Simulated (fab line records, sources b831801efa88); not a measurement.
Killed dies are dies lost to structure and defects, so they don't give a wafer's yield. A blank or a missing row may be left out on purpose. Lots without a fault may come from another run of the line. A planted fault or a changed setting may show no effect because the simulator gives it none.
Which tool did it? | flow sky130 | 11 lots, 33 wafers sampled, at 2 steps of a route of 708

WHAT THE GAUGES READ, wafer by wafer
SKY_VT_ADJUST_HVTR_OVL_MEAS_08.
lot  | measured     | on         | VT_ADJUST_HVTR_OVL (nm)
L591 | day 9 08:56  | overlay-01 | -0.1 -0.8 1.2
L592 | day 9 20:38  | overlay-02 | -0.8 -0.3 -0.2
L593 | day 9 21:49  | overlay-02 | -1.4 0.0 1.1
L594 | day 10 05:20 | overlay-02 | 0.4 0.9 -0.5
L595 | day 10 17:11 | overlay-01 | 2.5 4.1 4.2
L604 | day 13 17:16 | overlay-01 | 167.0 168.3 168.2
L605 | day 13 17:35 | overlay-02 | 169.0 167.7 168.6
L606 | day 13 23:53 | overlay-01 | 0.8 -0.1 0.8
L610 | day 15 20:40 | overlay-01 | 0.7 -0.1 -2.2
L613 | day 16 09:29 | overlay-02 | 2.2 0.4 1.9
L614 | day 16 19:05 | overlay-02 | 0.0 0.8 -0.5

WHICH TOOL RAN EACH LOT (tool, then ch and the chambers of the sampled wafers, then the start)
lot  | SKY_VT_ADJUST_HVTR_EXPOSE_04
L591 | iline_stepper-02 ch 0, day 8 22:33
L592 | iline_stepper-01 ch 0, day 9 09:29
L593 | iline_stepper-01 ch 0, day 9 11:09
L594 | iline_stepper-02 ch 0, day 9 17:56
L595 | iline_stepper-02 ch 0, day 10 06:29
L604 | iline_stepper-01 ch 0, day 13 04:20
L605 | iline_stepper-01 ch 0, day 13 04:28
L606 | iline_stepper-02 ch 0, day 13 11:26
L610 | iline_stepper-02 ch 0, day 15 06:35
L613 | iline_stepper-02 ch 0, day 15 20:24
L614 | iline_stepper-02 ch 0, day 16 04:52
- SKY_VT_ADJUST_HVTR_EXPOSE_04: exposes mask HVTRM, target cd 380 nm.

THE ANSWER, worked out from the rows above alone
Rule: what is usual is taken from the lots themselves. Put in order of their means at a reading, lots are off if they are a third of the lots or fewer, leave a main group of 4 or more, and stand apart from it by a gap of 3 or more times the standard deviation of the main group's means; of several such gaps the widest counts. A main group whose means are all the same, to the digits that the tables above print for the reading, isn't used. A lot without any number at a reading at which 4 lots or more have one is off too. The other lots that the step has rows for count as sound.
Off: L604, L605, at SKY_VT_ADJUST_HVTR_OVL_MEAS_08 (VT_ADJUST_HVTR_OVL). The main group: mean 0.6 nm, standard deviation 1.2.
A tool fits if, at a process step before that reading, it ran every lot that is off, and no sound lot after the first of them. The gauges at SKY_VT_ADJUST_HVTR_OVL_MEAS_08 are tried like those tools. One fits: iline_stepper-01 at SKY_VT_ADJUST_HVTR_EXPOSE_04. Its last sound lot is L593 (day 9 11:09), its first lot that is off L604 (day 13 04:20): a fault that began between those two fits.

WHAT THE SIMULATOR HAD PUT IN
Scanner matching overlay: iline_stepper-01, from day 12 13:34 on, at SKY_VT_ADJUST_HVTR_EXPOSE_04. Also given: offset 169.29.
Lots struck among those shown: L604, L605. The rule above found the same.
